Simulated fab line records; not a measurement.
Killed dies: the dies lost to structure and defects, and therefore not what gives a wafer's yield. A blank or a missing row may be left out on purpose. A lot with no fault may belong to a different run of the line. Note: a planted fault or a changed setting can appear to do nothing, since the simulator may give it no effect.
Which tool did it? | flow gf180mcu | at 1 step of a route of 602, 6 lots with 18 wafers sampled

## WHAT THE GAUGES SHOWED, per wafer
GF_CONTACT_THK_MEAS_03.
lot  | measured     | on            | CONTACT_CVD_02_THK (nm)
L169 | day 15 21:10 | film-metro-03 | 859 874 881
L173 | day 17 04:59 | film-metro-03 | 849 873 865
L176 | day 18 07:21 | film-metro-01 | 873 868 882
L184 | day 21 02:54 | film-metro-04 | 853 857 854
L186 | day 21 23:49 | film-metro-04 | 859 873 879
L188 | day 22 12:20 | film-metro-04 | 840 862 854

## WHAT TOOL EACH LOT RAN ON (gives the tool, then ch and the chambers of the sampled wafers, and finally the start)
There is no process step in the record ahead of these readings.

## THE ANSWER, worked out from the rows above alone
Rule: the usual values come from the lots themselves. The widest of any qualifying gaps counts: lots, ordered by their means at a reading, are off when they make up no more than a third of the lots, leave a main group of 4 or more, and stand apart from it by 3 or more times the standard deviation of that group's means. A main group is skipped when, at the precision printed for the reading in the tables above, its means are all equal. Also off: a lot with no number at a reading for which 4 or more lots have one. The other lots that the step has rows for count as sound.
Across all readings shown, no lot is off: no conclusion can be drawn from this.

## WHAT HAD BEEN PUT IN BY THE SIMULATOR
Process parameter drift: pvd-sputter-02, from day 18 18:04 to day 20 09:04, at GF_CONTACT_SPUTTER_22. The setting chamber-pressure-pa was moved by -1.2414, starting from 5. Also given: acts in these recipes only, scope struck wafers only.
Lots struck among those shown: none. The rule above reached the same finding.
